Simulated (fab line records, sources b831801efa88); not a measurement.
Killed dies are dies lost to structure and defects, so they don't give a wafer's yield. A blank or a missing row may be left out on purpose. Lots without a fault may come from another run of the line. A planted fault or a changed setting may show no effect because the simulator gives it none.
Chamber matching | flow sky130 | SKY_VIA3_CMP_02 on cmp-01: 4 sister chambers
The step polishes SiO2. 4 wafers are shown with their chamber, then 8 later ones without.

WAFERS WITH THEIR CHAMBER
wafer  | chamber | motor_current_A (A)
L596.4 | 3       | 12.6
L598.2 | 2       | 12.3
L598.6 | 1       | 12.5
L599.1 | 0       | 10.9

WAFERS WITHOUT THEIR CHAMBER
wafer  | motor_current_A (A)
L599.3 | 12.1
L599.4 | 12.2
L602.1 | 11.5
L602.2 | 11.0
L602.6 | 12.1
L614.2 | 12.4
L614.4 | 12.1
L614.6 | 13.2

WHICH CHAMBER EACH WENT THROUGH
wafer  | from the rows above               | in truth
L599.3 | can't be placed: 2 or 1 or 3      | 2
L599.4 | can't be placed: 2 or 1 or 3      | 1
L602.1 | can't be placed: 0 or 2 or 1 or 3 | 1
L602.2 | 0                                 | 0
L602.6 | can't be placed: 2 or 1 or 3      | 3
L614.2 | can't be placed: 1 or 2 or 3      | 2
L614.4 | can't be placed: 2 or 1 or 3      | 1
L614.6 | can't be placed: 3 or 1 or 2      | 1
Placed correctly: 1 of 8. Can't be placed from these rows: 7 (the true chamber is among the candidates in 7). Placed wrongly: 0.
How it was worked out, from the rows above alone: a wafer's distance from a chamber is the root of the sum, over the readings, of the square of ((its reading less the chamber's mean) divided by the reading's scatter). The wafer belongs to the nearest chamber; if the next one is less than 2 further off, it can't be placed. A chamber's mean is the mean of its shown wafers. The scatter: with one shown wafer a chamber, the root of the mean of the squares of how far each hidden wafer lies from its nearest shown one.
